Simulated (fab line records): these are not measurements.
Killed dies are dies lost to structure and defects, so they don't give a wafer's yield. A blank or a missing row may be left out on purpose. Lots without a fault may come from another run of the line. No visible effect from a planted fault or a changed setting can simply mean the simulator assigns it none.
Matching of chambers | flow sky130 | rie-diel-04 running SKY_POLY_GATE_ETCH_15: 4 sister chambers
The step etches BARC in N2/H2, stops on SiO2, time 118.5 s, target depth 110 nm. 16 wafers are shown with their chamber, then 8 later ones without.

EACH WAFER AND ITS CHAMBER
wafer  | chamber | drypump-motor-current-A (A) | oes-product-au (a.u.) | throttle-valve-pct (%)
L577.1 | 1       | 5.5                         | 0.717                 | 13.210
L577.4 | 1       | 5.5                         | 0.714                 | 13.193
L577.5 | 2       | 5.8                         | 0.719                 | 13.207
L579.1 | 2       | 5.8                         | 0.716                 | 13.211
L579.5 | 2       | 5.8                         | 0.715                 | 13.213
L579.6 | 1       | 5.5                         | 0.707                 | 13.214
L581.2 | 3       | 6.4                         | 0.715                 | 13.212
L581.5 | 0       | 6.0                         | 0.718                 | 13.217
L581.6 | 1       | 5.5                         | 0.710                 | 13.203
L584.1 | 2       | 5.8                         | 0.722                 | 13.208
L584.3 | 0       | 6.0                         | 0.719                 | 13.217
L584.5 | 1       | 5.5                         | 0.715                 | 13.223
L585.1 | 0       | 6.0                         | 0.724                 | 13.210
L585.4 | 1       | 5.5                         | 0.712                 | 13.201
L585.6 | 3       | 6.5                         | 0.723                 | 13.208
L586.1 | 1       | 5.5                         | 0.721                 | 13.226

SIGNATURES (means of the wafers above)
reading                 | chamber 0 | chamber 1 | chamber 2 | chamber 3 | scatter within a chamber
drypump-motor-current-A | 6.000     | 5.500     | 5.800     | 6.450     | 0.0204
oes-product-au          | 0.72033   | 0.71371   | 0.71800   | 0.71900   | 0.00418
throttle-valve-pct      | 13.21467  | 13.21000  | 13.20975  | 13.21000  | 0.00877
Rule: a wafer's distance from a chamber is the root of the sum, over the readings, of the square of ((its reading less the chamber's mean) divided by the reading's scatter). If the next closest chamber is less than 2 further off than the closest, the wafer can't be placed; otherwise it belongs to the closest. How the scatter is found: for the shown wafers, subtract from each reading the mean of its chamber, square and add these, divide the total by (wafers less chambers), then take the root.

WAFERS WHOSE CHAMBER IS MISSING
wafer  | drypump-motor-current-A (A) | oes-product-au (a.u.) | throttle-valve-pct (%)
L586.3 | 5.8                         | 0.721                 | 13.203
L586.5 | 6.0                         | 0.714                 | 13.210
L595.2 | 6.0                         | 0.710                 | 13.205
L595.3 | 6.5                         | 0.714                 | 13.220
L595.6 | 5.5                         | 0.721                 | 13.216
L597.1 | 6.5                         | 0.715                 | 13.197
L597.4 | 6.0                         | 0.709                 | 13.200
L597.6 | 6.0                         | 0.708                 | 13.230

CHAMBER TAKEN BY EACH
wafer  | from the rows above | in truth
L586.3 | 2                   | 2
L586.5 | 0                   | 0
L595.2 | 0                   | 0
L595.3 | 3                   | 3
L595.6 | 1                   | 1
L597.1 | 3                   | 3
L597.4 | 0                   | 0
L597.6 | 0                   | 0
Correct placement for 8 of the 8. From these rows, 0 cannot be placed. 0 placed wrongly.
